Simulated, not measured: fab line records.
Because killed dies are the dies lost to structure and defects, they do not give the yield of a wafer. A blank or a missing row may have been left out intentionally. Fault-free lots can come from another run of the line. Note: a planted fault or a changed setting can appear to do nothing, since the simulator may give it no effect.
Struck lot and sound lot, side by side | flow sky130 | 15 out of 708 route steps
Sound: wafers L780.1, L780.3, L780.5. Struck: wafers L789.1, L789.5. (L789.3 of the same lot was not struck and is left out.) The cause comes at the end.
Each step with rows lists, per side, the tool, then ch with its chambers, then its first start. Under that, the readings that differ: sound wafers | struck wafers | difference of the means | sigmas: that difference in standard deviations of wafers without a fault.
alike: readings with means less than 2 such deviations apart, plus words and numbers identical on both sides. not compared: withheld readings, readings lacking a value on some wafer, bounds such as >300 that could conceal the same value, and numbers that have no deviation in the record and whose values overlap.
A row with sigmas, a row that says differs or no value, or rows on one side alone: a step with any of these is where the two part. Numbers that don't overlap but have no deviation are shown without sigmas and don't part them. A reading that every wafer of one side lacks parts them only if that side has two wafers or more.

SKY_METAL2_THK_MEAS_06: measures by xrf.
  sound on filmMetro-02 at day 35 01:45; struck on filmMetro-02 at day 37 19:58
  alike: METAL2_ALCU_THK
then, 8 steps without rows for these wafers: SKY_METAL2_DEHYDRATE_07 (time 60 s); SKY_METAL2_HMDS_08 (prime time 60 s); SKY_METAL2_COAT_09 (resist thk 60 nm); SKY_METAL2_COAT_10 (resist thk 450 nm); SKY_METAL2_SOFTBAKE_11 (time 90 s); SKY_METAL2_EXPOSE_12 (exposes mask MM2, target cd 140 nm); SKY_METAL2_PEB_13; SKY_METAL2_DEVELOP_14 (develop time 60 s).
SKY_METAL2_CD_MEAS_15: target cd 140 nm.
  sound on cdSem-01 at day 36 03:56; struck on cdSem-02 at day 38 21:25
  alike: cdNm
SKY_METAL2_OVL_MEAS_16:
  sound on overlay-02 at day 36 04:04; struck on overlay-01 at day 38 21:32
  alike: METAL2_OVL
SKY_METAL2_DESCUM_17: chemistry O2, time 8 s.
  sound on rieMetal-04 ch 0,1, day 36 04:06; struck on rieMetal-04 ch 0, day 38 21:35
  alike: drypumpMotorCurrentA, oesProductAu
  not compared: rfHoursCounterH
SKY_METAL2_ETCH_18: etches BARC in N2/H2, stops on SiO2, time 45.9 s, target depth 60 nm.
  sound on rieMetal-04 ch 0,1, day 36 04:08; struck on rieMetal-04 ch 0, day 38 21:37
reading                                      | sound             | struck      | difference | sigmas
model.KrF-thick_of_METAL2_COAT_10.thkNm (nm) | 392.7 392.8 395.4 | 388.8 388.2 | -5.1       | 
  alike: drypumpMotorCurrentA, h2FlowSccm, oesProductAu, throttleValvePct
  not compared: rfHoursCounterH
SKY_METAL2_METAL_ETCH_19: etches the open film in Cl2/BCl3, stops on SiO2, target depth 360 nm, time 78 s.
  sound on rieMetal-04 ch 0,1, day 36 04:11; struck on rieMetal-04 ch 0, day 38 21:40
  alike: drypumpMotorCurrentA, oesProductAu, throttleValvePct
  not compared: rfHoursCounterH
SKY_PAD_OPEN_PROBE_99:
  sound wafers here have rows in the record (prober-01, day 46 11:32); struck ones have none

== WHERE THEY PART ==
SKY_PAD_OPEN_PROBE_99 only, going by this record.

WHY: whatever the simulator had introduced
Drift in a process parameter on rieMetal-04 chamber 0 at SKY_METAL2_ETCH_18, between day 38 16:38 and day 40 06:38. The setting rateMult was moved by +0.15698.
